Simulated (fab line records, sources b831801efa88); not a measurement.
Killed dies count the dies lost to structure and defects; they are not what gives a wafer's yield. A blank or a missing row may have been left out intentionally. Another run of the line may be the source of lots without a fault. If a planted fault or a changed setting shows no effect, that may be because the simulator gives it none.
Chamber matching || flow gf180mcu || GF_CONTACT_CMP_04 on cmp-01: 4 sister chambers
The step polishes SiO2. 4 wafers are shown with their chamber, then 7 later ones without.

WAFERS PAIRED WITH THEIR CHAMBERS
{"wafer": "L429.1", "chamber": 1, "motor-current-A (A)": 10.2}
{"wafer": "L429.5", "chamber": 2, "motor-current-A (A)": 10.5}
{"wafer": "L440.1", "chamber": 0, "motor-current-A (A)": 14.6}
{"wafer": "L440.2", "chamber": 3, "motor-current-A (A)": 11.3}

WAFERS MISSING THEIR CHAMBER
{"wafer": "L440.5", "motor-current-A (A)": 10.3}
{"wafer": "L441.1", "motor-current-A (A)": 10.1}
{"wafer": "L441.4", "motor-current-A (A)": 9.5}
{"wafer": "L441.5", "motor-current-A (A)": 9.9}
{"wafer": "L442.2", "motor-current-A (A)": 9.4}
{"wafer": "L442.3", "motor-current-A (A)": 11.0}
{"wafer": "L442.4", "motor-current-A (A)": 14.6}

WHICH CHAMBER EACH WENT THROUGH
{"wafer": "L440.5", "from the rows above": "can't be placed: 1 or 2", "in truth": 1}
{"wafer": "L441.1", "from the rows above": "can't be placed: 1 or 2", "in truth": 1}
{"wafer": "L441.4", "from the rows above": "can't be placed: 1 or 2", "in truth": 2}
{"wafer": "L441.5", "from the rows above": "can't be placed: 1 or 2", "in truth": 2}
{"wafer": "L442.2", "from the rows above": "can't be placed: 1 or 2", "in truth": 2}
{"wafer": "L442.3", "from the rows above": "can't be placed: 3 or 2 or 1", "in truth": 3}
{"wafer": "L442.4", "from the rows above": 0, "in truth": 0}
1 of 7 placed correctly. Unplaceable from these rows: 6, with the true chamber sitting among the candidates in 6. Number placed wrongly: 0.
How it was worked out, from the rows above alone: a wafer's distance from a chamber is the root of the sum, over the readings, of the square of ((its reading less the chamber's mean) divided by the reading's scatter). If the next closest chamber is less than 2 further off than the closest, the wafer can't be placed; otherwise it belongs to the closest. A chamber's mean is the mean of its shown wafers. The scatter: with one shown wafer a chamber, the root of the mean of the squares of how far each hidden wafer lies from its nearest shown one.
